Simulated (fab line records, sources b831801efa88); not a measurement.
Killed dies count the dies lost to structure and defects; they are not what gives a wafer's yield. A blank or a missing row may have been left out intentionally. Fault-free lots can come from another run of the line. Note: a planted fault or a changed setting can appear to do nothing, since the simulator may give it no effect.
Which tool did it?	flow sky130	12 lots with 36 wafers sampled at 3 steps, on a route of 708 steps

WHAT THE GAUGES READ, wafer by wafer
SKY_VIA2_BOW_MEAS_03.
lot	measured	on	VIA2_BOW (um)
L075	day 36 01:32	film_metro-02	85 86 83
L077	day 36 18:08	film_metro-03	92 87 81
L079	day 37 12:05	film_metro-03	79 82 72
L082	day 38 07:14	film_metro-01	85 94 83
L083	day 38 17:00	film_metro-03	85 87 78
L086	day 39 04:28	film_metro-02	85 77 91
L085	day 39 08:07	film_metro-02	91 77 78
L089	day 40 01:35	film_metro-02	98 84 89
L091	day 40 17:28	film_metro-03	70 87 75
L094	day 41 03:58	film_metro-03	82 82 82
L095	day 41 15:46	film_metro-02	93 93 88
L096	day 42 03:41	film_metro-02	80 83 67

TOOL THAT RAN EACH LOT (tool first, then ch and the chambers of the sampled wafers, then the start)
lot	SKY_METAL1_SPUTTER_03	SKY_VIA2_CMP_02
L075	pvd_sputter-01, day 32 12:14	cmp-02 ch 0,1,3, day 36 01:20
L077	pvd_sputter-02, day 33 06:05	cmp-01 ch 0,1,2, day 36 17:55
L079	pvd_sputter-02, day 34 01:07	cmp-02 ch 0,2, day 37 11:49
L082	pvd_sputter-02, day 34 20:10	cmp-01 ch 1,2,3, day 38 07:02
L083	pvd_sputter-01, day 35 06:08	cmp-02 ch 0,2,3, day 38 16:41
L086	pvd_sputter-02, day 35 19:26	cmp-01 ch 1,2, day 39 04:11
L085	pvd_sputter-01, day 35 22:08	cmp-02 ch 1,2,3, day 39 07:50
L089	pvd_sputter-02, day 36 17:01	cmp-01 ch 0,1, day 40 01:14
L091	pvd_sputter-01, day 37 10:19	cmp-01 ch 0,1,3, day 40 17:14
L094	pvd_sputter-02, day 37 21:07	cmp-01 ch 0,2,3, day 41 03:43
L095	pvd_sputter-02, day 38 10:20	cmp-01 ch 0,2, day 41 15:29
L096	pvd_sputter-03, day 38 21:34	cmp-01 ch 0,2,3, day 42 03:23
- SKY_METAL1_SPUTTER_03: material Ti, target thk 5 nm, time 3.3 s.
- SKY_VIA2_CMP_02: polishes SiO2.

THE ANSWER, worked out from the rows above alone
Rule: the usual values come from the lots themselves. The widest of any qualifying gaps counts: lots, ordered by their means at a reading, are off when they make up no more than a third of the lots, leave a main group of 4 or more, and stand apart from it by 3 or more times the standard deviation of that group's means. The tables above print the reading to a certain number of digits; a main group whose means all agree to those digits is not used. Also off: a lot with no number at a reading for which 4 or more lots have one. Where the step has rows for the other lots, those lots are counted as sound.
Across all readings shown, no lot is off: no conclusion can be drawn from this.

WHAT THE SIMULATOR HAD INSERTED
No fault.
